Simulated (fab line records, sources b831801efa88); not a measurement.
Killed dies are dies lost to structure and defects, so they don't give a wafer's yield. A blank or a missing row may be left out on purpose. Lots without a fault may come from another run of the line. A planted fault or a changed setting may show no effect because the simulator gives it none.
Which tool did it? | flow gf180mcu | 13 lots, 39 wafers sampled, at 5 steps of a route of 602

WHAT THE GAUGES READ, wafer by wafer
GF_POLY_GATE_OVL_MEAS_11. Usual: POLY_GATE_OVL -4 nm, standard deviation 5.5.
lot  | measured     | on         | POLY_GATE_OVL (nm) | flag
L755 | day 9 05:25  | overlay-02 | -11 -15 -10        |
L756 | day 9 07:39  | overlay-01 | -12 -9 -5          |
L757 | day 9 21:38  | overlay-01 | 4 -1 0             |
L759 | day 10 15:52 | overlay-01 | 0 -1 -2            |
L765 | day 12 08:04 | overlay-02 | -2 -3 -2           |
L767 | day 12 17:49 | overlay-02 | -1 3 -1            |
L768 | day 13 03:46 | overlay-01 | -9 -13 -13         |
L771 | day 13 23:47 | overlay-02 | 8 -1 -1            |
L773 | day 14 13:52 | overlay-01 | -4 -9 -6           |
L775 | day 15 04:52 | overlay-01 | -9 -5 2            |
L776 | day 15 09:54 | overlay-01 | -13 -8 -9          |
L777 | day 15 17:52 | overlay-02 | -7 -1 -8           |
L778 | day 16 03:15 | overlay-02 | 0 1 1              |

GF_HV_LDD_OVL_MEAS_32. Usual: HV_LDD_02_OVL 0.5 nm, standard deviation 1.3.
lot  | measured     | on         | HV_LDD_02_OVL (nm) | flag
L755 | day 11 13:35 | overlay-02 | 1.3 0.6 -0.9       |
L756 | day 11 15:25 | overlay-01 | 1.8 1.1 -0.2       |
L757 | day 12 06:05 | overlay-01 | 1.1 -0.5 -1.7      |
L759 | day 13 02:38 | overlay-02 | 1.1 -0.3 2.3       |
L765 | day 15 01:05 | overlay-02 | 0.0 0.7 -2.2       |
L767 | day 15 10:48 | overlay-02 | -0.9 0.3 -0.4      |
L768 | day 15 19:08 | overlay-02 | 0.1 0.1 0.5        |
L771 | day 16 19:14 | overlay-02 | -1.5 0.4 -1.1      |
L773 | day 17 07:55 | overlay-01 | 0.0 1.3 1.4        |
L775 | day 18 02:33 | overlay-02 | 0.6 2.4 3.3        |
L776 | day 18 12:42 | overlay-01 | 1.0 0.8 -0.1       |
L777 | day 18 19:14 | overlay-02 | -0.1 1.8 1.0       |
L778 | day 19 06:47 | overlay-01 | 0.9 -0.9 -2.4      |

GF_HV_LDD_TW_MEAS_50. Usual: HV_LDD_4_TW 565, standard deviation 5.6.
lot  | measured     | on            | HV_LDD_4_TW             | flag
L755 | day 12 09:35 | film_metro-04 | 572 571 571             |
L756 | day 12 11:22 | film_metro-03 | 563 559 559             |
L757 | day 13 02:43 | film_metro-03 | 562 560 562             |
L759 | day 14 00:25 | film_metro-04 | 571 566 567             |
L765 | day 15 23:20 | film_metro-02 | 571 572 573             |
L767 | day 16 09:29 | film_metro-03 | 521 519 520 519 522 520 | OFF
L768 | day 16 16:53 | film_metro-04 | 524 526 525 526 529 526 | OFF
L771 | day 17 18:07 | film_metro-04 | 568 569 569             |
L773 | day 18 07:09 | film_metro-03 | 561 559 559             |
L775 | day 19 02:54 | film_metro-03 | 562 563 566             |
L776 | day 19 14:22 | film_metro-04 | 566 567 566             |
L777 | day 19 20:23 | film_metro-03 | 561 556 559             |
L778 | day 20 08:28 | film_metro-03 | 560 558 557             |

WHICH TOOL RAN EACH LOT (tool, then ch and the chambers of the sampled wafers, then the start)
lot  | GF_HV_LDD_STRIP_37                   | GF_HV_LDD_IMPLANT_48
L755 | plasma_asher-03 ch 0,1, day 11 14:14 | implanter-03 ch 0, day 12 09:22
L756 | plasma_asher-03 ch 0,1, day 11 16:03 | implanter-03 ch 0, day 12 11:08
L757 | plasma_asher-02 ch 0,1, day 12 06:44 | implanter-01 ch 0, day 13 02:28
L759 | plasma_asher-02 ch 0,1, day 13 03:17 | implanter-01 ch 0, day 14 00:10
L765 | plasma_asher-03 ch 0,1, day 15 01:43 | implanter-01 ch 0, day 15 23:05
L767 | plasma_asher-01 ch 0,1, day 15 11:26 | implanter-01 ch 0, day 16 09:15
L768 | plasma_asher-02 ch 0,1, day 15 19:47 | implanter-01 ch 0, day 16 16:40
L771 | plasma_asher-03 ch 0,1, day 16 19:53 | implanter-03 ch 0, day 17 17:54
L773 | plasma_asher-02 ch 0,1, day 17 08:33 | implanter-04 ch 0, day 18 06:54
L775 | plasma_asher-03 ch 0,1, day 18 03:13 | implanter-03 ch 0, day 19 02:41
L776 | plasma_asher-01 ch 0,1, day 18 13:20 | implanter-03 ch 0, day 19 14:07
L777 | plasma_asher-02 ch 0,1, day 18 19:53 | implanter-04 ch 0, day 19 20:08
L778 | plasma_asher-02 ch 0,1, day 19 07:25 | implanter-03 ch 0, day 20 08:13
- GF_HV_LDD_STRIP_37: strips in O2/N2.
- GF_HV_LDD_IMPLANT_48

WHAT THE TOOLS THEMSELVES READ (means of the sampled wafers that have a number; where no wafer has one, the mark that the record gives instead)
GF_HV_LDD_STRIP_37. Usual: drypump_motor_current_A 5.9 A, standard deviation 0.55; heater_power_w 310 W, standard deviation 21; oes_product_au 0.715 a.u., standard deviation 0.0045; platen_temp_c 250.00 C, standard deviation 0.15; strip_time_to_endpoint_s 12.63 s, standard deviation 0.039.
lot  | tool            | drypump_motor_current_A (A) | heater_power_w (W) | oes_product_au (a.u.) | platen_temp_c (C) | strip_time_to_endpoint_s (s) | flag
L755 | plasma_asher-03 | 5.4                         | 283                | 0.718                 | 249.93            | 12.65                        |
L756 | plasma_asher-03 | 6.0                         | 302                | 0.712                 | 250.08            | 12.61                        |
L757 | plasma_asher-02 | 6.1                         | 305                | 0.711                 | 249.84            | 12.72                        |
L759 | plasma_asher-02 | 6.3                         | 316                | 0.716                 | 250.13            | 12.65                        |
L765 | plasma_asher-03 | 5.4                         | 286                | 0.717                 | 249.98            | 12.60                        |
L767 | plasma_asher-01 | 5.8                         | 325                | 0.714                 | 249.99            | 12.63                        |
L768 | plasma_asher-02 | 6.1                         | 305                | 0.715                 | 250.14            | 12.58                        |
L771 | plasma_asher-03 | 6.0                         | 294                | 0.720                 | 250.14            | 12.63                        |
L773 | plasma_asher-02 | 6.2                         | 316                | 0.717                 | 250.11            | 12.63                        |
L775 | plasma_asher-03 | 5.9                         | 302                | 0.718                 | 249.96            | 12.64                        |
L776 | plasma_asher-01 | 5.8                         | 328                | 0.717                 | 250.08            | 12.58                        |
L777 | plasma_asher-02 | 6.2                         | 320                | 0.717                 | 249.81            | 12.62                        |
L778 | plasma_asher-02 | 6.3                         | 316                | 0.718                 | 249.87            | 12.61                        |

GF_HV_LDD_IMPLANT_48. Usual: dose_ions_cm2 3e+13, standard deviation 3.3e+10; faraday_current_uA 169, standard deviation 3.4.
lot  | tool         | dose_ions_cm2 | faraday_current_uA | flag
L755 | implanter-03 | 3e+13         | 165                |
L756 | implanter-03 | 3e+13         | 170                |
L757 | implanter-01 | 3e+13         | 167                |
L759 | implanter-01 | 3e+13         | 170                |
L765 | implanter-01 | 3e+13         | 170                |
L767 | implanter-01 | 2e+13         | 132                | OFF
L768 | implanter-01 | 2e+13         | 133                | OFF
L771 | implanter-03 | 3e+13         | 170                |
L773 | implanter-04 | 3e+13         | 169                |
L775 | implanter-03 | 3e+13         | 167                |
L776 | implanter-03 | 3e+13         | 170                |
L777 | implanter-04 | 3e+13         | 171                |
L778 | implanter-03 | 3e+13         | 169                |

THE ANSWER, worked out from the rows above alone
Rule: a lot is off if the mean of its wafers that have a number lies more than 3 standard deviations from the usual mean. A lot without any number at a reading at which 4 lots or more have one is off too. The other lots that the step has rows for count as sound. The gauges are gone through in route order, then the tools' own readings, and for those a lot's mean is taken as printed above. The first step at which some lot is off is used, and at that step the reading that is off furthest; a lot without a number counts as furthest.
Off: L767, L768, at GF_HV_LDD_TW_MEAS_50 (HV_LDD_4_TW).
A tool fits if, at a process step before that reading, it ran every lot that is off, and no sound lot after the first of them. The gauges at GF_HV_LDD_TW_MEAS_50 aren't tried: what is off there is off at GF_HV_LDD_IMPLANT_48 too, on other tools, and a gauge's error can't cause that. One fits: implanter-01 at GF_HV_LDD_IMPLANT_48. Its last sound lot is L765 (day 15 23:05), its first lot that is off L767 (day 16 09:15): a fault that began between those two fits.
The tool's own readings at GF_HV_LDD_IMPLANT_48 bear it out: on the lots that are off they differ by more than 5 times the standard deviation of the sound lots' means. dose_ions_cm2 reads 2e+13 there against 3e+13 on the sound lots; faraday_current_uA reads 132 there against 169 on the sound lots.

WHAT THE SIMULATOR HAD PUT IN
Process parameter drift: implanter-01, from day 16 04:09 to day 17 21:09, at GF_HV_LDD_IMPLANT_48. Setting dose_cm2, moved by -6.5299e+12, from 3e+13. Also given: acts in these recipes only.
Lots struck among those shown: L767, L768. The rule above found the same.
